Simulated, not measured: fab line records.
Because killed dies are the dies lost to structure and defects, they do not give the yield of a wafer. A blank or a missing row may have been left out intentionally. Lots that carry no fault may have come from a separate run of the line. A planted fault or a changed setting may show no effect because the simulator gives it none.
A sampling plan put to the test ; flow gf180mcu ; 46 faults told of in these records, all on one fab line, each judged by the records of the lots it struck
The plan consists of the line's own looks: route steps at which the wafer is read by a gauge or an inspection but not changed. Where struck wafers have a number at a look and the file lists that look's usual mean and standard deviation on fault-free wafers, the look can be judged. Caught: a look later than the fault's first step finds the struck wafers' mean 4 or more of those standard deviations (sigma) from the usual mean. On the tool: the test repeated on the tool's own readings taken at the fault's steps. Also counted as caught: the struck wafers showing another recipe, or a record that is empty for them alone.

== THE FAULTS, as the simulator had put them in ==
1. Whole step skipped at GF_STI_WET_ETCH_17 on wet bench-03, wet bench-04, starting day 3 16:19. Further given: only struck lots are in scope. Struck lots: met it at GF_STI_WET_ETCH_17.
2. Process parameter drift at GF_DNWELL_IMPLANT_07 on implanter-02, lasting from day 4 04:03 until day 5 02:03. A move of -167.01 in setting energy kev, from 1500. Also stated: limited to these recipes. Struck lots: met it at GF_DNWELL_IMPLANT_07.
3. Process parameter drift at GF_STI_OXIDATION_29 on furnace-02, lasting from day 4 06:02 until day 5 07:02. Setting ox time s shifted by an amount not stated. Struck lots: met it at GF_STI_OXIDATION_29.
4. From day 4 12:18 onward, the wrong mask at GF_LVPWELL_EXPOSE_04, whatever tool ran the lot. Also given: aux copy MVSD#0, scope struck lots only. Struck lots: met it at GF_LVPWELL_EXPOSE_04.
5. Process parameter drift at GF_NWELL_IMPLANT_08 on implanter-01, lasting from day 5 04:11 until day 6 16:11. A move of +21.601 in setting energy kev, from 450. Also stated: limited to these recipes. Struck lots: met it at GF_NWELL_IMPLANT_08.
6. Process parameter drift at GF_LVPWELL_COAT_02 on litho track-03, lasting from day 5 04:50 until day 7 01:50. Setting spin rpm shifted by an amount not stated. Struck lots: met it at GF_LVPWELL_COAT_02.
7. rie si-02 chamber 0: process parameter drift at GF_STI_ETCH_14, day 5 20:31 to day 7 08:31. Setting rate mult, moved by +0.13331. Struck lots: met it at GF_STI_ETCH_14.
8. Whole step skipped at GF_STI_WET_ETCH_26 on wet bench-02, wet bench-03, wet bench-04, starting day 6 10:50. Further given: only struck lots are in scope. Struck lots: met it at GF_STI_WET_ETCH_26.
9. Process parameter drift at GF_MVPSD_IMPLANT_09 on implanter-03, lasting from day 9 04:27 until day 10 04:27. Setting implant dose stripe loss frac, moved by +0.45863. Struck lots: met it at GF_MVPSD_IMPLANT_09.
10. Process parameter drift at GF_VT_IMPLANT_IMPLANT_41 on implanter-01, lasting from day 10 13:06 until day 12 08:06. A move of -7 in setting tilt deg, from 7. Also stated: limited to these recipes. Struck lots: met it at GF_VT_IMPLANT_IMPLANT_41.
11. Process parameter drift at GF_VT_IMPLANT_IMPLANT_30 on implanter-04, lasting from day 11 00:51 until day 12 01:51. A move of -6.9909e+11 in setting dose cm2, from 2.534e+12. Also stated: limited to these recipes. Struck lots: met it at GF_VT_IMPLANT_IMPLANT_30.
12. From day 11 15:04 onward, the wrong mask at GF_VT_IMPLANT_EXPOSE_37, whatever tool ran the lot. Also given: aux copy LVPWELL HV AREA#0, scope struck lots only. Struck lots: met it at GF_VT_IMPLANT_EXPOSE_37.
13. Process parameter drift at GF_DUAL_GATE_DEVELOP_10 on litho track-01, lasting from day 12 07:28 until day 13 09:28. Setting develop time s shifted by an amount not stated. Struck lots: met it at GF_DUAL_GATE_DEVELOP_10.
14. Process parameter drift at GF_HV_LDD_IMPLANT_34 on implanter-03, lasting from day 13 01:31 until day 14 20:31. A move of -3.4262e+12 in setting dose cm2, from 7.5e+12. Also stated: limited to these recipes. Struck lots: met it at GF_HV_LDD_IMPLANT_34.
15. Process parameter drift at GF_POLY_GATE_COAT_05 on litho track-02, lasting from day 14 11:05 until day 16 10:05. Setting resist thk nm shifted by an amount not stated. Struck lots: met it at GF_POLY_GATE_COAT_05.
16. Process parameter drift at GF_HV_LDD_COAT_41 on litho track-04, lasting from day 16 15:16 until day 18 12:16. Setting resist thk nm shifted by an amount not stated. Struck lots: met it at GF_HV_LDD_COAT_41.
17. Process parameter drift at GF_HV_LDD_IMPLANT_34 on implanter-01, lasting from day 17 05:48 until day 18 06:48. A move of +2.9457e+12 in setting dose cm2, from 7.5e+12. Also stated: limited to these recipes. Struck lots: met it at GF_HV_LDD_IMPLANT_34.
18. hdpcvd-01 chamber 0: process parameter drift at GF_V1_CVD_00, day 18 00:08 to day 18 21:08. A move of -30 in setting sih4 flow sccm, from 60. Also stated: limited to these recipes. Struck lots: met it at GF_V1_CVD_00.
19. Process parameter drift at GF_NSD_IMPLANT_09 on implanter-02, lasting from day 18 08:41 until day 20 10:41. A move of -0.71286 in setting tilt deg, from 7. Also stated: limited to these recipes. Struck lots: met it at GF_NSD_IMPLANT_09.
20. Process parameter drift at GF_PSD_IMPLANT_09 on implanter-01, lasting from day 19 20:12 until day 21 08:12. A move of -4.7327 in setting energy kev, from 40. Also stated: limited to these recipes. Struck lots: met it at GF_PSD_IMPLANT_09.
21. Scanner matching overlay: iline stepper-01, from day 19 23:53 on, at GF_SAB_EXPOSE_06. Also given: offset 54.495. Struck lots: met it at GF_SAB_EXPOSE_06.
22. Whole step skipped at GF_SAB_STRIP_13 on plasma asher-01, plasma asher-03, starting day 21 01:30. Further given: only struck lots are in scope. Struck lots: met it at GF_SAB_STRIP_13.
23. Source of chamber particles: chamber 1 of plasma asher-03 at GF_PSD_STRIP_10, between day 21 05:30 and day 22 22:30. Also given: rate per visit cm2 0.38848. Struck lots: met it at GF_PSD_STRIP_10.
24. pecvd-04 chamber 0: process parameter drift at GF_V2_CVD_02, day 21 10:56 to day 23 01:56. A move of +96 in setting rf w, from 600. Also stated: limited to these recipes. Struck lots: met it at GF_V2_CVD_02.
25. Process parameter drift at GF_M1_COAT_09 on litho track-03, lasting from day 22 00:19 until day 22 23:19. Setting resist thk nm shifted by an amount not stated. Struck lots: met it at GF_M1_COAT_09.
26. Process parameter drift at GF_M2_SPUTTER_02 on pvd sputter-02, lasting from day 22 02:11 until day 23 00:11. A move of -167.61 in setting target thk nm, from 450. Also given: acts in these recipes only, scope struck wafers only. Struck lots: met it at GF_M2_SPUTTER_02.
27. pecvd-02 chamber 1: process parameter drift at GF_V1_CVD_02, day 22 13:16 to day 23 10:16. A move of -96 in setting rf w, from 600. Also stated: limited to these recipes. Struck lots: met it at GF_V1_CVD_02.
28. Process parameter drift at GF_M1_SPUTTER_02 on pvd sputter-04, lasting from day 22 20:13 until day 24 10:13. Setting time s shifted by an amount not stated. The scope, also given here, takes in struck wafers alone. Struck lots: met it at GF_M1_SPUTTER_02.
29. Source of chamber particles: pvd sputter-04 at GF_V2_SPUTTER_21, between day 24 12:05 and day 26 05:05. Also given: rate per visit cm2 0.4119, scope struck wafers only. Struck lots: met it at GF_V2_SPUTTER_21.
30. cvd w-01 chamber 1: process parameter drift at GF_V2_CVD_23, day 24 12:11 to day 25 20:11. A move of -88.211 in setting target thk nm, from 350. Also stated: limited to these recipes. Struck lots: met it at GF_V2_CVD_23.
31. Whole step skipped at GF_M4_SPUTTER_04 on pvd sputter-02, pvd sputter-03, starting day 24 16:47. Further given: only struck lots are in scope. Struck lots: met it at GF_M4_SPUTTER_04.
32. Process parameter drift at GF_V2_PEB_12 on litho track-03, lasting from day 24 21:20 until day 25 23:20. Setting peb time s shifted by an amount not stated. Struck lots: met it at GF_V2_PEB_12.
33. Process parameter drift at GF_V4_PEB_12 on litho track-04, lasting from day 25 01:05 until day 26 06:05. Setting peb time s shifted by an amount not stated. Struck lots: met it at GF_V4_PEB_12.
34. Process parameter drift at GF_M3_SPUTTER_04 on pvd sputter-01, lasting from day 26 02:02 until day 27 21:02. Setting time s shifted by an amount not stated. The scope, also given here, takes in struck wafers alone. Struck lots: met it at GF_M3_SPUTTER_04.
35. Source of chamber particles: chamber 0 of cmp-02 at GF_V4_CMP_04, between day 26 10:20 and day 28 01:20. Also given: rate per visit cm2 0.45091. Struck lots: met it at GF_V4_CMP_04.
36. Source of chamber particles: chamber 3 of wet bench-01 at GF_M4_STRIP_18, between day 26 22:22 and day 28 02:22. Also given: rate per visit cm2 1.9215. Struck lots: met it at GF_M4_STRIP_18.
37. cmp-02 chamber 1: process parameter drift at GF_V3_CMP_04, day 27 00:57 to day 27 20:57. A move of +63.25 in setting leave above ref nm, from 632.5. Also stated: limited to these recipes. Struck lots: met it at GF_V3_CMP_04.
38. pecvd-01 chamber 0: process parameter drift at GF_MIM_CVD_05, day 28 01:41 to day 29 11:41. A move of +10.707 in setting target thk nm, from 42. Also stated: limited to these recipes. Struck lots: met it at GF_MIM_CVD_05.
39. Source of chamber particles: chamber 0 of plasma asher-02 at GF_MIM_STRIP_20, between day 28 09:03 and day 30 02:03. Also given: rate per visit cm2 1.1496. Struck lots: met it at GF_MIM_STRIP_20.
40. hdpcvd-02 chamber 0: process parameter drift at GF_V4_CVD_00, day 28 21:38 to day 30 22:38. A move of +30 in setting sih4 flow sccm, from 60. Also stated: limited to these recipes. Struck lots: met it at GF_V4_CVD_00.
41. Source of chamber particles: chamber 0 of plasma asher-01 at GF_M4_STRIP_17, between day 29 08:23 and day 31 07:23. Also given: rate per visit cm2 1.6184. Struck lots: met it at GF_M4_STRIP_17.
42. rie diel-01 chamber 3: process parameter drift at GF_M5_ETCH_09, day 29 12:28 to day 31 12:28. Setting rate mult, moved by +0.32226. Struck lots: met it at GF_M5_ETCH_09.
43. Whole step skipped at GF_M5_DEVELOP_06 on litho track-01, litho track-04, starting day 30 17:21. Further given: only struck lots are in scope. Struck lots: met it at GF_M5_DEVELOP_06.
44. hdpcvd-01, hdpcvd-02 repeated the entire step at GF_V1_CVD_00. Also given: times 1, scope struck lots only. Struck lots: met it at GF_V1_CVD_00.
45. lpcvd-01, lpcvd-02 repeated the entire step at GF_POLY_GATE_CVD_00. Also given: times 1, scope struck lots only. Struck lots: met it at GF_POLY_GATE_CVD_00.
46. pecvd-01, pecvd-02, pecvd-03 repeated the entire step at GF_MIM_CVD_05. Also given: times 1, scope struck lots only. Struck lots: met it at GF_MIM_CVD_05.

== WHAT THE PLAN SAW ==
fault;on the tool itself;first look that catches it;reading, sigma;median hours from its first step to that look;hours from the fault's start to the first struck lot there;judged looks passed uncaught
1;the tool's record is blank for the struck wafers;no look after it can be judged;-;-;-;0
2;beam energy keV -99 or beyond sigma;no look after it can be judged;-;-;-;0
3;under 2 sigma;GF_STI_THK_MEAS_30;STI_OXIDATION_02_THK +27;1.4;3;0
4;no reading that can be judged;GF_LVPWELL_TW_MEAS_11;LVPWELL_TW -99 or beyond;7.7;10;0
5;beam energy keV +99 or beyond sigma;none of the 2 looks that can be judged after it;strongest: NWELL_RS at GF_VT_IMPLANT_RS_MEAS_47, -3.6;-;-;2
6;spin speed rpm -47 sigma;not the one look that can be judged after it;-;-;-;1
7;oes product au +4.9 sigma;no look after it can be judged;-;-;-;0
8;the tool's record is blank for the struck wafers;no look after it can be judged;-;-;-;0
9;no reading that can be judged;GF_VT_IMPLANT_RS_MEAS_49;MVPSD_RS +5.0;76.0;80;1
10;tilt deg -99 or beyond sigma;GF_VT_IMPLANT_TW_MEAS_43;VT_IMPLANT_4_TW -13;0.2;9;0
11;dose ions cm2 -99 or beyond sigma;GF_VT_IMPLANT_TW_MEAS_32;VT_IMPLANT_3_TW -10;0.2;10;0
12;under 2 sigma;GF_VT_IMPLANT_TW_MEAS_43;VT_IMPLANT_4_TW -99 or beyond;9.5;11;0
13;under 2 sigma;no look after it can be judged;-;-;-;0
14;dose ions cm2 -99 or beyond sigma;GF_HV_LDD_TW_MEAS_38;HV_LDD_3_TW -9.9;0.5;5;0
15;under 2 sigma;not the one look that can be judged after it;-;-;-;1
16;no reading that can be judged;GF_HV_LDD_CD_MEAS_46;cd nm +7.7;12.1;41;0
17;dose ions cm2 +99 or beyond sigma;GF_HV_LDD_TW_MEAS_38;HV_LDD_3_TW +8.1;0.6;16;0
18;sih4 flow sccm -99 or beyond sigma;GF_V1_THK_MEAS_01;V1_CVD_00_THK -53;0.1;10;0
19;tilt deg -32 sigma;not the one look that can be judged after it;-;-;-;1
20;beam energy keV -99 or beyond sigma;GF_PSD_RS_MEAS_15;PSD_RS +24;0.6;3;1
21;no reading that can be judged;GF_SAB_OVL_MEAS_10;SAB_OVL +42;11.9;23;0
22;the tool's record is blank for the struck wafers;no look after it can be judged;-;-;-;0
23;under 2 sigma;none of the 3 looks that can be judged after it;-;-;-;3
24;rf fwd power W +48 sigma;not the one look that can be judged after it;strongest: V2_CVD_02_THK at GF_V2_THK_MEAS_03, +3.2;-;-;1
25;no reading that can be judged;no look after it can be judged;-;-;-;0
26;under 2 sigma;GF_M2_RS_MEAS_05;M2_ALCU_RS +62;0.1;5;0
27;rf fwd power W -51 sigma;none of the 2 looks that can be judged after it;strongest: V1_CVD_02_THK at GF_V1_THK_MEAS_03, -3.3;-;-;2
28;under 2 sigma;none of the 4 looks that can be judged after it;strongest: M1_ALCU_THK at GF_M1_THK_MEAS_06, +3.0;-;-;4
29;under 2 sigma;no look after it can be judged;-;-;-;0
30;under 2 sigma;GF_V2_RS_MEAS_24;V2_W_RS +23;0.1;5;0
31;the tool's record is blank for the struck wafers;GF_M4_THK_MEAS_06;M4_ALCU_THK +11;0.2;1;0
32;under 2 sigma;not the one look that can be judged after it;strongest: cd nm at GF_V2_CD_MEAS_14, +3.1;-;-;1
33;heater power total W +79 sigma;none of the 2 looks that can be judged after it;strongest: cd nm at GF_V4_CD_MEAS_14, -3.2;-;-;2
34;under 2 sigma;none of the 7 looks that can be judged after it;-;-;-;7
35;under 2 sigma;none of the 2 looks that can be judged after it;-;-;-;2
36;under 2 sigma;not the one look that can be judged after it;-;-;-;1
37;time to endpoint s -4.6 sigma;no look after it can be judged;-;-;-;0
38;under 2 sigma;GF_MIM_THK_MEAS_06;MIM_CVD_05_THK +16;0.1;9;0
39;under 2 sigma;not the one look that can be judged after it;-;-;-;1
40;sih4 flow sccm +99 or beyond sigma;GF_V4_THK_MEAS_01;V4_CVD_00_THK +50;0.1;5;0
41;under 2 sigma;not the one look that can be judged after it;-;-;-;1
42;oes product au +19 sigma;no look after it can be judged;-;-;-;0
43;no reading that can be judged;no look after it can be judged;-;-;-;0
44;no reading that can be judged;GF_V1_THK_MEAS_01;V1_CVD_00_THK +99 or beyond;0.3;-;0
45;under 2 sigma;GF_POLY_GATE_THK_MEAS_01;POLY_GATE_CVD_00_THK +99 or beyond;2.8;-;0
46;under 2 sigma;GF_MIM_THK_MEAS_06;MIM_CVD_05_THK +66;0.3;-;0
Dash: fault not caught, or number not given in these records.

Caught at a look: 20 of 46. Caught on the tool: 21 of 46. By one or the other: 33 of 46.
Caught on the tool alone: faults 1, 2, 5, 6, 7, 8, 19, 22, 24, 27, 33, 37, 42.
Caught at a look alone: faults 3, 4, 9, 12, 16, 21, 26, 30, 38, 44, 45, 46.
Caught by neither: faults 13, 15, 23, 25, 28, 29, 32, 34, 35, 36, 39, 41, 43.

== THINNER SAMPLING ==
Were the look that catches a fault to measure just every second or every third lot (counted by lot number), the first struck lot would, at worst, be measured this late:
fault;struck lots at that look, in order of time;every lot;every second lot;every third lot
3;L998, L999, L100;3 h;8 h;17 h
4;L767;10 h;may miss it;may miss it
9;L111, L112;80 h;89 h;may miss all 2
10;L777, L781;9 h;may miss all 2;may miss all 2
11;L685, L686, L687;10 h;15 h;24 h
12;L729;11 h;may miss it;may miss it
14;L184, L187;5 h;31 h;may miss all 2
16;L566, L568;41 h;may miss all 2;may miss all 2
17;L783, L784;16 h;23 h;may miss all 2
18;L493, L494;10 h;17 h;may miss all 2
20;L772, L775;3 h;27 h;may miss all 2
21;L278, L280, L281, L283;23 h;48 h;may miss all 4
26;L327, L328;5 h;15 h;may miss all 2
30;L431, L432;5 h;16 h;may miss all 2
31;L329, L330, L331;1 h;19 h;21 h
38;L718, L719;9 h;19 h;may miss all 2
40;L567, L569, L571;5 h;may miss all 3;30 h
Hours are from the fault's start to the first struck lot that is measured. Since the struck wafers were tested as one group against 4 sigma, a single lot by itself may lie under the limit. Other struck lots may not be in these records.

== THE LONGEST TIMED WAY FROM STEP TO LOOK ==
Fault 9: median gap of 76.0 hours between GF_MVPSD_IMPLANT_09 and GF_VT_IMPLANT_RS_MEAS_49. The look between them that can be judged stayed within 4 sigma: GF_VT_IMPLANT_OVL_MEAS_18.
